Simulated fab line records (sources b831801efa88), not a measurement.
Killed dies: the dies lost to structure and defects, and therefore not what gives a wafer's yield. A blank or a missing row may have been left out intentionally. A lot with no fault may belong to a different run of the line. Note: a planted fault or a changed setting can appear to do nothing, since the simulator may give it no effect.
Chamber matching | flow sky130 | 4 sister chambers for SKY_LI_CONTACT_CMP_24 on cmp-01
The step polishes, stops on PSG, t overpolish 20 s, target thk 0 nm. 22 wafers are shown with their chamber, then 11 later ones without.

## WAFERS, EACH WITH ITS CHAMBER
wafer  | chamber | motor current A (A) | time to endpoint s (s) | overpolish run s (s)
L118.2 | 1       | 11.0                | 97                     | 20.006
L118.5 | 3       | 12.0                | 98                     | 19.993
L118.6 | 2       | 12.8                | 98                     | 20.001
L119.2 | 1       | 11.0                | 97                     | 20.007
L119.3 | 3       | 11.8                | 95                     | 20.000
L119.4 | 2       | 12.6                | 100                    | 20.003
L121.2 | 2       | 12.3                | 96                     | 20.003
L121.3 | 1       | 11.5                | 95                     | 20.002
L121.6 | 2       | 12.9                | 100                    | 20.011
L129.1 | 1       | 10.8                | 95                     | 19.994
L129.3 | 0       | 12.3                | 93                     | 20.007
L129.5 | 0       | 11.9                | 96                     | 20.012
L130.1 | 3       | 12.3                | 98                     | 20.000
L130.4 | 1       | 11.4                | 99                     | 19.993
L130.5 | 3       | 11.8                | 102                    | 20.009
L131.1 | 3       | 12.2                | 96                     | 20.007
L131.2 | 2       | 12.1                | 103                    | 20.003
L131.6 | 3       | 12.3                | 93                     | 20.000
L132.1 | 3       | 12.1                | 100                    | 20.016
L132.2 | 2       | 13.0                | 102                    | 20.005
L132.5 | 0       | 11.9                | 97                     | 19.996
L136.3 | 3       | 11.6                | 95                     | 20.005

SIGNATURES, as means of the wafers listed above
reading            | chamber 0 | chamber 1 | chamber 2 | chamber 3 | scatter within a chamber
motor current A    | 12.033    | 11.140    | 12.617    | 12.012    | 0.294
time to endpoint s | 95.33     | 96.60     | 99.83     | 97.12     | 2.51
overpolish run s   | 20.00500  | 20.00040  | 20.00433  | 20.00375  | 0.00631
Rule: for a wafer and a chamber, the distance is found by dividing, reading by reading, the gap between the wafer's reading and the chamber's mean by the reading's scatter, squaring, summing and taking the root. The wafer belongs to the nearest chamber; if the next one is less than 2 further off, it can't be placed. How the scatter is found: for the shown wafers, subtract from each reading the mean of its chamber, square and add these, divide the total by (wafers less chambers), then take the root.

## WAFERS WITHOUT THEIR CHAMBER
wafer  | motor current A (A) | time to endpoint s (s) | overpolish run s (s)
L136.4 | 12.4                | 97                     | 20.001
L136.6 | 11.2                | 94                     | 19.997
L138.2 | 12.2                | 91                     | 20.005
L138.4 | 13.0                | 95                     | 19.986
L138.6 | 11.7                | 93                     | 20.008
L139.1 | 12.7                | 99                     | 20.015
L139.4 | 11.8                | 95                     | 19.991
L139.6 | 11.9                | 96                     | 19.996
L140.1 | 10.7                | 99                     | 20.016
L140.2 | 12.4                | 102                    | 19.989
L140.6 | 13.2                | 96                     | 19.999

## EACH ONE'S CHAMBER
wafer  | from the rows above               | in truth
L136.4 | can't be placed: 3 or 2 or 0      | 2
L136.6 | can't be placed: 1 or 0           | 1
L138.2 | can't be placed: 0 or 3 or 2      | 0
L138.4 | can't be placed: 2 or 0 or 3      | 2
L138.6 | can't be placed: 0 or 3 or 1      | 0
L139.1 | can't be placed: 2 or 3 or 0      | 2
L139.4 | can't be placed: 3 or 0 or 1 or 2 | 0
L139.6 | can't be placed: 3 or 0 or 1 or 2 | 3
L140.1 | can't be placed: 1 or 3           | 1
L140.2 | can't be placed: 2 or 3 or 0      | 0
L140.6 | can't be placed: 2 or 0 or 3      | 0
0 of 11 placed correctly. Unplaceable from these rows: 11, with the true chamber sitting among the candidates in 11. Wrongly placed: 0.
